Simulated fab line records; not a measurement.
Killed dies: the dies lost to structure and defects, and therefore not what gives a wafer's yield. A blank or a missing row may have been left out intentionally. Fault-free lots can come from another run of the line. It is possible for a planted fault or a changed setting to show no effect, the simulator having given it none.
Split-lot trial ; flow sfq line ; 5 lots, 23 wafers read, on a route of 325 steps

== THE SPLIT ==
At SFQ_TRILAYER_I6_DEP_PECVD_165 (deposits SiO2 from SiH4/N2O, time 111.11 s, target thk 500 nm), the setting time s was moved away from the recipe's 111.11 s on 5 of the 23 wafers read, by -7.6% to -6.0%. All remaining wafers had this setting at the recipe value.

Reading taken at the split's own step.

== THE READING ==
SiO2_of_TRILAYER_I6_DEP_PECVD_165.thk nm (the simulator's own value, which no gauge read), in nm, at SFQ_TRILAYER_I6_DEP_PECVD_165 (deposits SiO2 from SiH4/N2O, time 111.11 s, target thk 500 nm). There is no usual value for it anywhere in the file. Average 503.9 nm, standard deviation 6.5 nm, over the 18 wafers here run with the recipe.

wafer;tool, chamber at the split;time s as run, s;against the recipe;SiO2_of_TRILAYER_I6_DEP_PECVD_165.thk nm, nm;against lot-mates on the recipe
L074.2;pecvd-03, 0;111.11;recipe;499.2;-
L074.3;pecvd-03, 1;111.11;recipe;500.5;-
L074.4;pecvd-03, 1;111.11;recipe;514.3;-
L074.5;pecvd-03, 0;111.11;recipe;512.6;-
L074.6;pecvd-03, 2;111.11;recipe;504.1;-
L079.1;pecvd-03, 1;111.11;recipe;491.6;-
L079.3;pecvd-03, 0;111.11;recipe;497;-
L079.6;pecvd-03, 2;111.11;recipe;500.5;-
L081.1;pecvd-02, 1;102.7;-7.6%;456.1;-44.1
L081.2;pecvd-02, 2;111.11;recipe;495.9;-
L081.3;pecvd-02, 0;102.7;-7.6%;457.9;-42.3
L081.4;pecvd-02, 1;111.11;recipe;499.2;-
L081.6;pecvd-02, 0;111.11;recipe;505.4;-
L084.1;pecvd-02, 0;111.11;recipe;503.3;-
L084.3;pecvd-02, 1;111.11;recipe;500.3;-
L084.4;pecvd-02, 0;111.11;recipe;513.2;-
L084.5;pecvd-02, 1;111.11;recipe;507.7;-
L084.6;pecvd-02, 2;111.11;recipe;511.2;-
L085.2;pecvd-03, 1;104.4;-6.0%;473.9;-33.5
L085.3;pecvd-03, 0;104.4;-6.0%;467.8;-39.6
L085.4;pecvd-03, 1;111.11;recipe;512.9;-
L085.5;pecvd-03, 0;111.11;recipe;501.9;-
L085.6;pecvd-03, 2;104.4;-6.0%;478.9;-28.5

THE FIT
A straight line over all 23 wafers: SiO2_of_TRILAYER_I6_DEP_PECVD_165.thk nm changes by +5.65 nm for each +1% of time s; r = +0.93; the points scatter about the line by 6.6 nm.
The same after taking each lot's own level away (the mean of its wafers on the recipe; 23 wafers): +5.66 nm for each +1%; r = +0.96; scatter 5 nm.
On that fit, the largest move of time s shifts the reading by 43 nm.
The span of the lots' own levels, 496.37 to 507.40 nm, comes to 1.7 times the standard deviation stated above.
Hence the lot-to-lot level has little effect on the slope; both slopes agree.
Check: with one of the wafers moved furthest among these (-7.6%) left out of the fit, the line predicts -42.4 nm for it against its lot-mates. Against them it came out at -44.1 nm.

== ADDITIONAL SPLITS CARRIED BY THESE WAFERS ==
Before the reading, these wafers also passed through other splits. Each is held against what the fit with the lots' levels taken away leaves over:
other split on the same wafers;wafers away from the commonest value;r with SiO2_of_TRILAYER_I6_DEP_PECVD_165.thk nm (lot level and that fit taken away)
SFQ_TRILAYER_R5_DEP_SPUTTER_133 power w;5;+0.12
SFQ_TRILAYER_R5_LITHO_PEB_139 peb time s;9;+0.10
SFQ_TRILAYER_I5_LITHO_COAT_144 spin rpm;9;+0.06
SFQ_TRILAYER_I5_ETCH_VIA_ETCH_147 bias w;8;+0.10
SFQ_TRILAYER_C5_BARC_OPEN_VIA_ETCH_210 bias w;7;+0.18
SFQ_TRILAYER_M6_DEP_SPUTTER_157 time s;5;+0.15
SFQ_TRILAYER_M6_LITHO_COAT_164 spin rpm;5;-0.06

== FILE'S OWN FIT ==
SiO2_of_TRILAYER_I6_DEP_PECVD_165.thk nm changes by +5.66 nm for each +1% of time s, r = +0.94.
